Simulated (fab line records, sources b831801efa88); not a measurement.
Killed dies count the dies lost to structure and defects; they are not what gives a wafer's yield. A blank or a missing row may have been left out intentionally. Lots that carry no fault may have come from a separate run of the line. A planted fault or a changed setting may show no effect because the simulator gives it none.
2 desks, one fault | flow gf180mcu | only its own numbers are on each desk; what lay behind them is given at the end

DESK OF THE TOOL OWNER: rieDiel-02
The tool's own readings at GF_V4_ETCH_17 (etches SiO2 in C4F8/O2/Ar, stops on TiN, target depth 630 nm): means of the sampled wafers that have a number, for each lot that ran on this tool. Marked OUT: a lot whose mean sits more than 4 standard deviations from the usual mean, which makes it out of limits; the brackets give that distance.
Columns: A = biasW at GF_V4_ETCH_17, usual 1200 W; B = oesProductAu at GF_V4_ETCH_17, usual 0.856 a.u.; C = rfFwdPowerW at GF_V4_ETCH_17, usual 1493 W
lot  | first seen here | A    | B     | C
L559 | day 24 09:00    | 1203 | 0.856 | 1494
L562 | day 25 19:00    | 1197 | 0.854 | 1498
L565 | day 26 11:00    | 1200 | 0.855 | 1495
L568 | day 27 11:00    | 1200 | 0.856 | 1495
L570 | day 28 05:00    | 1203 | 0.849 | 1491
L574 | day 29 07:00    | 1201 | 0.855 | 1492
L577 | day 30 00:00    | 1201 | 0.854 | 1421 (-12) OUT
This desk's finding: out of limits on L577; first on L577, day 30 00:00 (rfFwdPowerW at GF_V4_ETCH_17). L559, L562, L565, L568, L570, L574 stayed within limits.

METROLOGY DESK
Means of the sampled wafers that have a number, per lot and without regard to the tool the lot ran on: this is what the gauges read. Marked OUT: a lot whose mean sits more than 4 standard deviations from the usual mean, which makes it out of limits; the brackets give that distance.
Columns: A = V4_CVD_02_THK at GF_V4_THK_MEAS_03, usual 854 nm
lot  | first seen here | A
L559 | day 23 10:49    | 856
L563 | day 24 20:19    | 863
L562 | day 24 22:19    | 863
L565 | day 25 14:27    | 841
L566 | day 25 19:41    | 849
L567 | day 26 07:48    | 858
L568 | day 26 14:25    | 854
L569 | day 26 20:19    | 850
L570 | day 27 09:07    | 856
L571 | day 27 14:41    | 857
L574 | day 28 11:22    | 851
L577 | day 29 05:17    | 856
L578 | day 29 10:35    | 864
Finding of this desk: none of the 13 lots has anything out of limits.

ALL TOGETHER
The tool owner's desk had the chance to raise an alarm at day 30 00:00 on L577.
From the metrology desk's view, nothing was out of limits.
The metrology desk has L577 on record, within its limits.
Of the lots named, all ran GF_V4_ETCH_17 on rieDiel-02.

WHAT THE SIMULATOR HAD PUT IN
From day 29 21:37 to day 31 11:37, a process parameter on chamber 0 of rieDiel-02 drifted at GF_V4_ETCH_17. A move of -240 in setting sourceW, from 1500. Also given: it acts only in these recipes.
Struck lots among those shown: L577.
Hours from the fault's start to each desk's first reading out of limits: the tool owner's desk, 2.
